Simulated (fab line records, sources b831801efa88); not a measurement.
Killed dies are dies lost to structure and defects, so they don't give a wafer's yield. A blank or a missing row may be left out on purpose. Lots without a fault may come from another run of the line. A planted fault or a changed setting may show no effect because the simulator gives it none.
Which tool did it? | flow sfq_line | 7 lots, 21 wafers sampled, at 3 steps of a route of 325

WHAT THE GAUGES READ, wafer by wafer
SFQ_M2_OVL_MEAS_916.
lot  | measured     | on         | M2_OVL (nm)
L853 | day 18 23:20 | overlay-02 | 1 2 5
L855 | day 19 23:07 | overlay-01 | -5 -7 -11
L857 | day 20 13:04 | overlay-02 | -3 -5 3
L859 | day 21 06:13 | overlay-01 | -1 3 1
L861 | day 22 06:13 | overlay-02 | -1 -5 -1
L872 | day 26 22:11 | overlay-01 | 0 -10 -10
L874 | day 27 20:08 | overlay-02 | 2 8 -3

WHICH TOOL RAN EACH LOT (tool, then ch and the chambers of the sampled wafers, then the start)
lot  | SFQ_TRILAYER_L0_CAP_PECVD_011  | SFQ_TRILAYER_L0_VIA_ETCH_VIA_ETCH_016
L853 | pecvd-01 ch 0,2, day 3 19:52   | rie_diel-04 ch 0,1,3, day 5 10:11
L855 | pecvd-02 ch 0,1, day 4 05:28   | rie_diel-03 ch 0,1,2, day 5 17:23
L857 | pecvd-04 ch 0,2, day 4 15:04   | rie_diel-03 ch 0,1,3, day 6 05:29
L859 | pecvd-04 ch 0,1, day 5 04:16   | rie_diel-04 ch 1,2,3, day 6 17:32
L861 | pecvd-04 ch 0,2, day 5 16:04   | rie_diel-03 ch 0,1,3, day 7 04:17
L872 | pecvd-02 ch 0,1,2, day 8 15:07 | rie_diel-03 ch 0,2,3, day 10 21:11
L874 | pecvd-01 ch 0,1, day 9 00:43   | rie_diel-03 ch 1,2,3, day 11 05:35
- SFQ_TRILAYER_L0_CAP_PECVD_011: deposits SiO2 from SiH4/N2O, time 13.333 s, target thk 60 nm.
- SFQ_TRILAYER_L0_VIA_ETCH_VIA_ETCH_016: etches SiO2 in CHF3, stops on MoNx KI, target depth 80 nm.

THE ANSWER, worked out from the rows above alone
Rule: what is usual is taken from the lots themselves. Put in order of their means at a reading, lots are off if they are a third of the lots or fewer, leave a main group of 4 or more, and stand apart from it by a gap of 3 or more times the standard deviation of the main group's means; of several such gaps the widest counts. A main group whose means are all the same, to the digits that the tables above print for the reading, isn't used. A lot without any number at a reading at which 4 lots or more have one is off too. The other lots that the step has rows for count as sound.
No lot is off at any reading shown: from this, nothing can be told.

WHAT THE SIMULATOR HAD PUT IN
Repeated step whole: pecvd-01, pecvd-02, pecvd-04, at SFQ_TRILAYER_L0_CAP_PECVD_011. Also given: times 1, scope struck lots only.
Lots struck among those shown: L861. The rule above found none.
